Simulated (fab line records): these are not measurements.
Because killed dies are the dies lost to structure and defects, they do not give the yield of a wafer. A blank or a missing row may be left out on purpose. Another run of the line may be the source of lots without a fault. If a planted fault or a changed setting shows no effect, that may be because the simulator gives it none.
fab line records	flow sky130
record lots=11	wafers=32	lastDay=50
route steps=708 shown POLY_CUT@318 SD_N@351 RES_XHIGH@360 CONTACT@411
lots untouched by any fault: they come from a run of this same line in which no faults occurred
startH: hours from the record's first day to the start of the lot's first wafer shown	waitH: hours since the lot's step before	" as in the row above	L1.1+2: one row covering several wafers at once	- value missing, or start not given	* or withheld: withheld	< > ~ a bound
route shown NAME@n: a module of which the file shows steps, and the number in the route of the first	usual: the fault-free wafers' mean and standard deviation	same: alike in all rows	chamber/n: place in a boat	sites: the reading at each site	_std_site: how widely they spread, as a standard deviation	_edge_site: the outer-site mean with the inner-site mean subtracted	radiusMm: for every site, how far away it sits from the centre of the wafer	mask NAME#n: copy n	behind: the last tool/chamber to shape the wafer	hold: the reason the lot was held/the length of the hold in hours/how it ended	device: names the non-switching transistor (n, p or np)	end of line: the route-end tests of the same wafers	where a step has no rows: the recipe by itself	killed: count of dies lost to structure and defects at first sort (not the wafer's yield)	map: a wafer's dies, marking killed ones x, the rest . and places with no die _
set.NAME: the setting as run; set.NAME@STEP: as run at that earlier step	model.NAME: the simulator's own value behind a step, which no gauge read
the route's steps for a sample of lots (tables are steps, rows are wafers)
services: from which hour (startH, from the record's first day; less than 0 if before it) a tool's chamber was out of use, for how many hours, and why
## steps
# step SKY_POLY_CUT_ETCH_11
# recipe target=Si3N4	chemistry=CF4/CH2F2/Ar	stopOn=poly-Si	sourceW=600	biasW=150	pressureMtorr=40	cf4FlowSccm=40	ch2f2FlowSccm=20	Ar_flow_sccm=150	timeS=42.5	targetDepthA=600
# usual drypumpMotorCurrentA=5.8/0.49	oesProductAu=0.830/0.0066	throttleValvePct=14.994/0.009
lot.wafer	tool	chamber	startH	waitH	drypumpMotorCurrentA	oesProductAu	rfHoursCounterH	throttleValvePct
L890.4	rieDiel-02	2	581.13	0.0	6.3	0.828	3	14.996
L890.5	"	0	"	"	5.6	0.827	-	14.981
L890.6	"	1	"	"	6.7	0.825	-	14.971
L888.2	rieDiel-02	3	585.22	0.0	6.0	0.844	24	14.995
L888.3	"	1	"	"	6.7	0.837	4	15.012
L888.4	"	2	"	"	6.3	0.836	3	14.992
L892.1	rieDiel-04	2	595.22	0.0	5.6	0.831	53	14.985
L892.2	"	1	"	"	5.8	0.847	6	15.008
L892.3	"	0	"	"	5.1	0.832	9	14.993
L897.4	rieDiel-02	3	639.91	0.0	5.9	0.821	25	14.992
L897.5	"	1	"	"	6.7	0.823	-	15.008
L897.6	"	2	"	"	6.3	0.828	-	14.984
L899.2	rieDiel-01	1	650.58	0.0	5.6	0.831	2	14.997
L899.4	"	0	"	"	6.2	0.832	23	14.995
L899.6	"	0	"	"	6.2	0.824	-	15.010
L907.1	rieDiel-01	3	737.98	0.0	5.4	0.836	10	14.981
L907.3	"	0	"	"	6.2	0.836	25	14.999
L907.5	"	0	"	"	6.2	0.830	-	14.990
L908.2	rieDiel-04	1	738.71	0.0	5.8	0.824	11	15.000
L908.4	"	0	"	"	5.1	0.829	13	14.987
L908.6	"	2	"	"	5.6	0.830	-	14.971
L905.1	rieDiel-02	1	739.37	0.0	6.7	0.817	7	14.992
L905.2	"	0	"	"	5.5	0.833	1	14.988
L905.3	"	3	"	"	5.9	0.828	27	14.981
L906.2	rieDiel-04	1	740.93	0.0	5.8	0.833	11	14.988
L906.5	"	0	"	"	5.1	0.840	-	14.986
L910.1	rieDiel-02	1	741.77	0.0	6.7	0.823	7	14.974
L910.4	"	2	"	"	6.3	0.823	6	14.991
L910.5	"	2	"	"	6.3	0.818	-	15.005
L911.1	rieDiel-01	0	750.96	0.0	6.2	0.841	25	14.997
L911.2	"	1	"	"	5.6	0.835	5	14.990
L911.4	"	2	"	"	5.0	0.842	14	14.997
# step SKY_SD_N_IMPLANT_09
# recipe species=As	energyKev=50	doseCm2=4e+15	tiltDeg=0
# usual beamEnergyKeV=50.004/0.016
lot.wafer	tool	chamber	startH	waitH	beamEnergyKeV
L890.4	implanter-01	0	668.49	0.1	50.010
L890.5	"	0	"	"	50.000
L890.6	"	0	"	"	49.989
L888.2	implanter-03	0	671.94	0.0	50.023
L888.3	"	0	"	"	50.016
L888.4	"	0	"	"	50.033
L892.1	implanter-03	0	680.58	0.0	50.013
L892.2	"	0	"	"	50.013
L892.3	"	0	"	"	50.018
L897.4	implanter-03	0	724.49	0.1	53.180
L897.5	"	0	"	"	53.169
L897.6	"	0	"	"	53.148
L899.2	implanter-03	0	735.55	0.0	53.184
L899.4	"	0	"	"	53.184
L899.6	"	0	"	"	53.174
L907.1	implanter-02	0	817.67	0.0	49.989
L907.3	"	0	"	"	50.001
L907.5	"	0	"	"	50.002
L908.2	implanter-02	0	818.69	0.0	50.009
L908.4	"	0	"	"	50.026
L908.6	"	0	"	"	49.995
L905.1	implanter-03	0	819.28	0.0	50.011
L905.2	"	0	"	"	50.011
L905.3	"	0	"	"	49.995
L906.2	implanter-03	0	821.58	0.0	50.002
L906.5	"	0	"	"	49.992
L910.1	implanter-02	0	821.98	0.0	50.000
L910.4	"	0	"	"	50.022
L910.5	"	0	"	"	50.036
L911.1	implanter-03	0	829.88	0.0	49.987
L911.2	"	0	"	"	50.020
L911.4	"	0	"	"	50.003
# step SKY_SD_N_STRIP_11
# recipe chemistry=O2/N2	powerW=1400	pressureMtorr=1500	platenTempC=withheld	o2FlowSccm=3000	n2FlowSccm=300	overashFraction=0.5
# usual drypumpMotorCurrentA=5.8/0.55	oesProductAu=0.527/0.005	stripTimeToEndpointS=22.57/0.047
lot.wafer	tool	chamber	startH	waitH	drypumpMotorCurrentA	oesProductAu	rfHoursCounterH	stripTimeToEndpointS
L890.4	plasmaAsher-01	1	668.75	0.1	5.5	0.531	-	22.61
L890.5	"	1	"	"	5.4	0.522	-	22.61
L890.6	"	0	"	"	6.6	0.534	-	22.61
L888.2	plasmaAsher-04	0	672.22	0.1	5.7	0.530	101	22.61
L888.3	"	1	"	"	6.1	0.527	-	22.60
L888.4	"	0	"	"	5.8	0.526	-	22.59
L892.1	plasmaAsher-02	1	680.88	0.1	5.6	0.529	20	22.55
L892.2	"	0	"	"	4.9	0.527	20	22.54
L892.3	"	0	"	"	4.9	0.529	-	22.52
L897.4	plasmaAsher-02	0	724.75	0.1	4.9	0.513	-	23.06
L897.5	"	1	"	"	5.5	0.511	-	23.07
L897.6	"	0	"	"	4.9	0.521	-	23.07
L899.2	plasmaAsher-01	0	735.83	0.1	6.6	0.521	64	23.02
L899.4	"	0	"	"	6.6	0.526	-	23.05
L899.6	"	1	"	"	5.5	0.518	-	23.07
L907.1	plasmaAsher-04	1	817.97	0.1	6.1	0.523	8	22.51
L907.3	"	0	"	"	5.8	0.532	-	22.55
L907.5	"	0	"	"	5.8	0.522	-	22.54
L908.2	plasmaAsher-02	0	818.97	0.1	4.9	0.534	34	22.58
L908.4	"	0	"	"	4.9	0.527	-	22.54
L908.6	"	1	"	"	5.5	0.523	-	22.60
L905.1	plasmaAsher-04	1	819.58	0.1	6.1	0.524	8	22.64
L905.2	"	0	"	"	5.8	0.536	8	22.61
L905.3	"	1	"	"	6.1	0.528	-	22.65
L906.2	plasmaAsher-04	1	821.85	0.1	6.1	0.528	8	22.54
L906.5	"	1	"	"	6.1	0.529	-	22.59
L910.1	plasmaAsher-04	1	822.28	0.1	6.1	0.533	8	22.49
L910.4	"	0	"	"	5.8	0.529	-	22.49
L910.5	"	1	"	"	6.1	0.517	-	22.55
L911.1	plasmaAsher-04	0	830.18	0.1	5.8	0.529	9	22.52
L911.2	"	1	"	"	6.1	0.527	9	22.61
L911.4	"	0	"	"	5.8	0.520	-	22.61
# step SKY_SD_N_RS_MEAS_16
# recipe thkMeasGauge=four-point-probe
# usual SD_N_RS=68.60/0.12
lot.wafer	tool	chamber	startH	waitH	SD_N_RS[ohm/sq]
L890.4	filmMetro-02	-	669.17	0.1	68.83
L890.5	"	-	"	"	68.62
L890.6	"	-	"	"	68.62
L888.2	filmMetro-03	-	672.63	0.1	68.64
L888.3	"	-	"	"	68.52
L888.4	"	-	"	"	68.58
L892.1	filmMetro-02	-	681.26	0.1	68.58
L892.2	"	-	"	"	68.64
L892.3	"	-	"	"	68.62
L897.4	filmMetro-03	-	725.16	0.1	66.50
L897.5	"	-	"	"	66.64
L897.6	"	-	"	"	66.64
L899.2	filmMetro-02	-	736.24	0.1	66.20
L899.4	"	-	"	"	66.46
L899.6	"	-	"	"	66.43
L907.1	filmMetro-03	-	818.35	0.1	68.63
L907.3	"	-	"	"	68.63
L907.5	"	-	"	"	68.72
L908.2	filmMetro-02	-	819.37	0.1	68.57
L908.4	"	-	"	"	68.72
L908.6	"	-	"	"	68.72
L905.1	filmMetro-02	-	819.97	0.1	68.36
L905.2	"	-	"	"	68.52
L905.3	"	-	"	"	68.39
L906.2	filmMetro-02	-	822.26	0.1	68.64
L906.5	"	-	"	"	68.61
L910.1	filmMetro-04	-	822.66	0.1	68.56
L910.4	"	-	"	"	68.53
L910.5	"	-	"	"	68.52
L911.1	filmMetro-04	-	830.56	0.1	68.37
L911.2	"	-	"	"	68.54
L911.4	"	-	"	"	68.42
# step SKY_SD_N_RS_MEAS_18
# recipe thkMeasGauge=four-point-probe
# usual RES_XHIGH_RS=333.7/1.2
lot.wafer	tool	chamber	startH	waitH	RES_XHIGH_RS[ohm/sq]
L890.4	filmMetro-02	-	669.41	0.1	333.4
L890.5	"	-	"	"	331.9
L890.6	"	-	"	"	333.2
L888.2	filmMetro-03	-	672.87	0.1	333.8
L888.3	"	-	"	"	333.5
L888.4	"	-	"	"	334.6
L892.1	filmMetro-02	-	681.50	0.1	332.3
L892.2	"	-	"	"	333.7
L892.3	"	-	"	"	332.3
L897.4	filmMetro-03	-	725.40	0.1	332.2
L897.5	"	-	"	"	333.7
L897.6	"	-	"	"	332.4
L899.2	filmMetro-02	-	736.48	0.1	334.2
L899.4	"	-	"	"	334.3
L899.6	"	-	"	"	333.9
L907.1	filmMetro-03	-	818.59	0.1	334.5
L907.3	"	-	"	"	333.3
L907.5	"	-	"	"	333.1
L908.2	filmMetro-02	-	819.61	0.1	334.3
L908.4	"	-	"	"	335.0
L908.6	"	-	"	"	333.8
L905.1	filmMetro-02	-	820.21	0.1	334.2
L905.2	"	-	"	"	335.4
L905.3	"	-	"	"	335.3
L906.2	filmMetro-02	-	822.50	0.1	331.3
L906.5	"	-	"	"	332.4
L910.1	filmMetro-04	-	822.90	0.1	333.0
L910.4	"	-	"	"	333.0
L910.5	"	-	"	"	333.2
L911.1	filmMetro-04	-	830.80	0.1	331.2
L911.2	"	-	"	"	333.5
L911.4	"	-	"	"	332.5
# step SKY_CONTACT_BOW_MEAS_05
# recipe mode=bow
# usual CONTACT_BOW=83/6.5
lot.wafer	tool	chamber	startH	waitH	CONTACT_BOW[um]
L890.4	filmMetro-01	-	730.41	0.2	89
L890.5	"	-	"	"	84
L890.6	"	-	"	"	83
L888.2	filmMetro-03	-	732.43	0.1	77
L888.3	"	-	"	"	85
L888.4	"	-	"	"	83
L892.1	filmMetro-03	-	739.74	0.2	88
L892.2	"	-	"	"	79
L892.3	"	-	"	"	84
L897.4	filmMetro-01	-	783.72	0.2	94
L897.5	"	-	"	"	76
L897.6	"	-	"	"	72
L899.2	filmMetro-02	-	793.31	0.1	85
L899.4	"	-	"	"	88
L899.6	"	-	"	"	80
L907.1	filmMetro-03	-	873.02	0.1	84
L907.3	"	-	"	"	77
L907.5	"	-	"	"	87
L908.2	filmMetro-01	-	874.91	0.1	85
L908.4	"	-	"	"	81
L908.6	"	-	"	"	74
L905.1	filmMetro-02	-	875.43	0.1	93
L905.2	"	-	"	"	77
L905.3	"	-	"	"	82
L906.2	filmMetro-01	-	877.83	0.3	85
L906.5	"	-	"	"	70
L910.1	filmMetro-01	-	878.51	0.1	95
L910.4	"	-	"	"	93
L910.5	"	-	"	"	92
L911.1	filmMetro-03	-	884.56	0.1	77
L911.2	"	-	"	"	86
L911.4	"	-	"	"	87
## services
tool	chamber	startH	hours	kind
implanter-03	-	583.13	2.5	repair
implanter-01	-	588.52	5.1	pm
implanter-02	-	589.38	3.3	repair
plasmaAsher-02	-	594.30	1.3	repair
plasmaAsher-02	-	615.83	28.1	pm
rieDiel-02	-	620.15	0.3	repair
rieDiel-02	2	624.10	4.5	repair
implanter-02	-	645.85	1.7	repair
plasmaAsher-04	-	685.78	0.7	repair
rieDiel-01	3	686.73	1.7	repair
rieDiel-01	3	694.75	5.0	repair
plasmaAsher-01	-	705.27	3.0	repair
rieDiel-01	1	708.59	7.1	repair
implanter-03	-	719.66	1.3	repair
rieDiel-02	2	720.69	4.6	repair
plasmaAsher-04	-	733.75	9.0	pm
plasmaAsher-04	0	733.75	9.0	ventCycle
plasmaAsher-04	1	733.75	9.0	ventCycle
implanter-02	-	773.41	7.9	repair
implanter-02	-	773.46	2.7	repair
implanter-02	-	774.91	3.4	repair
implanter-03	-	780.38	3.5	repair
rieDiel-01	1	802.71	4.0	repair
plasmaAsher-01	-	811.22	5.8	repair
## key
firstSign step=SKY_SD_N_IMPLANT_09	reading=beamEnergyKeV	direction=up	sigmas=99+	usual=*	struck=*
effect step=SKY_SD_N_STRIP_11	reading=stripTimeToEndpointS	direction=up	sigmas=10	usual=*	struck=*
effect step=SKY_SD_N_RS_MEAS_16	reading=SD_N_RS	direction=down	sigmas=18	usual=68.60	struck=66.48
metAt SKY_SD_N_IMPLANT_09
struckLots L897,L899
testerLeftOut L897,L899
notActingAt SKY_POLY_CUT_ETCH_11,SKY_SD_N_RS_MEAS_18,SKY_CONTACT_BOW_MEAS_05
onsetBetween 680.58 724.49
fault kind=processParameterDrift	tool=implanter-03	chamber=-	onsetH=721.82	steps=SKY_SD_N_IMPLANT_09	channel=energyKev	offset=*	shape=step	endH=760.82	actsIn=*	stated=*
# testerLeftOut: of these lots the tester's yield and bins aren't shown, on N5 and GAA mostly nor the transistor test; their killed dies are dies lost to structure and defects alone, not to doping, threshold or leakage, so they don't give the yield
